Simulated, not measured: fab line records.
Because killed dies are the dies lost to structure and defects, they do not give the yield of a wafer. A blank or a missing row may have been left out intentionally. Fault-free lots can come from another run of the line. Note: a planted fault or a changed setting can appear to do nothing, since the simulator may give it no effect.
A lot that was struck, set against a sound lot | flow sky130 | 44 steps out of a route of 708
Sound: wafers L114.3, L114.5, L114.6. Struck: wafers L128.2, L128.4, L128.6. The cause comes at the end.
At each step with rows: each side's tool, then ch and its chambers, then its first start. Under that, the readings that differ: sound wafers | struck wafers | difference of the means | sigmas: that difference in standard deviations of wafers without a fault.
alike: words and numbers the same on both sides, and readings whose means are apart by under 2 such deviations; not compared: readings that were withheld, readings missing a value for some wafer, numbers with overlapping values and no deviation given by the record, and bounds like >300 which may hide the same value.
The two part at a step that has a row with sigmas, a row that says differs or no value, or rows on one side only. Non-overlapping numbers with no deviation appear without sigmas and do not part them. A reading that every wafer of one side lacks parts them only if that side has two wafers or more.

SKY_VIA2_CD_MEAS_12 targets a cd of 200 nm.
  struck on cdSem-01, day 42 02:31; sound on cdSem-01, day 36 16:59
  alike: cdNm
SKY_VIA2_OVL_MEAS_13:
  struck on overlay-02, day 42 02:37; sound on overlay-02, day 36 17:05
  alike: VIA2_OVL
then, 2 steps without rows for these wafers: SKY_VIA2_ETCH_14 (etches BARC in N2/H2, stops on SiO2, time 45.9 s, target depth 60 nm); SKY_VIA2_ETCH_15 (etches SiO2 in C4F8/O2/Ar, stops on TiN, target depth 546 nm, time 84 s).
SKY_VIA2_STRIP_16: strips in O2/N2.
  sound on plasmaAsher-02 ch 0,1, day 36 17:15; struck on plasmaAsher-03 ch 1, day 42 02:45
reading                  | sound             | struck            | difference | sigmas
stripTimeToEndpointS (s) | 4.063 4.082 4.056 | 4.026 4.033 4.025 | -0.039     | -2
  alike: drypumpMotorCurrentA, oesProductAu
  not compared: rfHoursCounterH
then, 5 steps without rows for these wafers: SKY_VIA2_STRIP_17 (strips in post etch residue remover, time 1200 s); SKY_VIA2_CLEAN_18 (cleans in IPA, time 180 s); SKY_VIA2_CLEAN_19 (cleans in O3/DIW); SKY_VIA2_SPUTTER_20 (material TiN, target thk 20 nm, time 80 s); SKY_VIA2_CVD_21 (deposits W, target thk 420 nm, time 126.4 s).
SKY_VIA2_RS_MEAS_22: measures by four-point-probe.
  struck on filmMetro-03, day 42 03:33; sound on filmMetro-02, day 36 18:05
  alike: VIA2_W_RS
SKY_VIA2_THK_MEAS_23: measures by xrf.
  struck on filmMetro-03, day 42 03:40; sound on filmMetro-02, day 36 18:11
  alike: VIA2_W_THK
SKY_VIA2_CMP_24: polishes, stops on SiO2, t overpolish 20 s, target thk 0 nm.
  sound on cmp-02 ch 0,1,2, day 36 18:22; struck on cmp-01 ch 0,3, day 42 03:43
reading                                 | sound           | struck            | difference | sigmas
timeToEndpointS (s)                     | 100 104 105     | 51 55 56          | -49        | -10
model.SiO2_of_VIA2_HDPCVD_00.thkNm (nm) | 488.9 492 489.8 | 487.2 487.9 488.1 | -2.5       | 
  alike: motorCurrentA, overpolishRunS
then, 2 steps without rows for these wafers: SKY_METAL3_SPUTTER_00 (material Ti, target thk 15 nm, time 10 s); SKY_METAL3_SPUTTER_01 (material TiN, target thk 20 nm, time 16.7 s).
SKY_METAL3_SPUTTER_02: material AlCu, target thk 735 nm, time 39.1 s.
  struck on pvdSputter-01, day 42 04:04; sound on pvdSputter-01, day 36 18:34
  alike: throttleValvePct
then, 2 steps without rows for these wafers: SKY_METAL3_SPUTTER_03 (material Ti, target thk 5 nm, time 3.3 s); SKY_METAL3_SPUTTER_04 (material TiN, target thk 70 nm, time 58.3 s).
SKY_CAPM_CVD_00: deposits SiO2, target thk 15.5 nm.
  sound on pecvd-03 ch 0,2, day 36 18:40; struck on pecvd-02 ch 0,1,2, day 42 04:10
  alike: heaterPowerW, rfFwdPowerW
SKY_CAPM_THK_MEAS_01:
  struck on filmMetro-02, day 42 04:12; sound on filmMetro-02, day 36 18:43
  alike: CAPM_CVD_00_THK
SKY_CAPM_SPUTTER_02: material TiN, target thk 200 nm, time 166.7 s.
  struck on pvdSputter-03, day 42 04:15; sound on pvdSputter-03, day 36 18:45
  alike: throttleValvePct
SKY_CAPM_RS_MEAS_03: measures by four-point-probe.
  struck on filmMetro-04, day 42 04:22; sound on filmMetro-02, day 36 18:54
  alike: CAPM_TIN_RS
SKY_CAPM_THK_MEAS_04: measures by xrf.
  struck on filmMetro-04, day 42 04:29; sound on filmMetro-02, day 36 19:00
  alike: CAPM_TIN_THK
then, 7 steps without rows for these wafers: SKY_CAPM_DEHYDRATE_05 (time 60 s); SKY_CAPM_HMDS_06 (prime time 60 s); SKY_CAPM_COAT_07 (resist thk 1140 nm); SKY_CAPM_SOFTBAKE_08 (time 60 s); SKY_CAPM_EXPOSE_09 (exposes mask CAPM, target cd 1000 nm); SKY_CAPM_PEB_10; SKY_CAPM_DEVELOP_11 (develop time 60 s).
SKY_CAPM_OVL_MEAS_12:
  struck on overlay-01, day 43 03:07; sound on overlay-02, day 37 19:51
  alike: CAPM_OVL
then, 1 step without rows for these wafers: SKY_CAPM_METAL_ETCH_13 (etches TiN in Cl2/BCl3, stops on SiO2, target depth 220 nm, time 62.9 s).
SKY_CAPM_STRIP_14: strips in O2/N2.
  sound on plasmaAsher-03 ch 0,1, day 37 19:59; struck on plasmaAsher-04 ch 1, day 43 03:13
  alike: drypumpMotorCurrentA, oesProductAu, stripTimeToEndpointS
  not compared: rfHoursCounterH
then, 9 steps without rows for these wafers: SKY_CAPM_STRIP_15 (strips in post etch residue remover, time 1200 s); SKY_CAPM_CLEAN_16 (cleans in IPA, time 180 s); SKY_CAPM_CLEAN_17 (cleans in O3/DIW); SKY_METAL3_DEHYDRATE_05 (time 60 s); SKY_METAL3_HMDS_06 (prime time 60 s); SKY_METAL3_COAT_07 (resist thk 60 nm); SKY_METAL3_COAT_08 (resist thk 1140 nm); SKY_METAL3_SOFTBAKE_09 (time 90 s); SKY_METAL3_EXPOSE_10 (exposes mask MM3, target cd 300 nm).
SKY_METAL3_METAL_ETCH_18: etches the open film in Cl2/BCl3, stops on SiO2, target depth 845 nm, time 183.1 s.
  sound on rieMetal-04 ch 0,1, day 38 23:05; struck on rieMetal-02 ch 0,1, day 44 02:51
reading                                 | sound             | struck            | difference | sigmas
drypumpMotorCurrentA (A)                | 6.34 6.07 6.32    | 5.53 5.90 5.55    | -0.58      | -2
model.SiO2_of_VIA2_HDPCVD_00.thkNm (nm) | 464.2 466.9 465.1 | 462.5 463.1 463.2 | -2.5       | 
  alike: oesProductAu, rfFwdPowerW, throttleValvePct
  not compared: rfHoursCounterH
then, 1 step without rows for these wafers: SKY_PAD_OPEN_PROBE_99.

WHERE THEY PART
At SKY_VIA2_STRIP_16 first; at SKY_METAL3_METAL_ETCH_18 last (within this record only).

WHY: what the simulator had put in
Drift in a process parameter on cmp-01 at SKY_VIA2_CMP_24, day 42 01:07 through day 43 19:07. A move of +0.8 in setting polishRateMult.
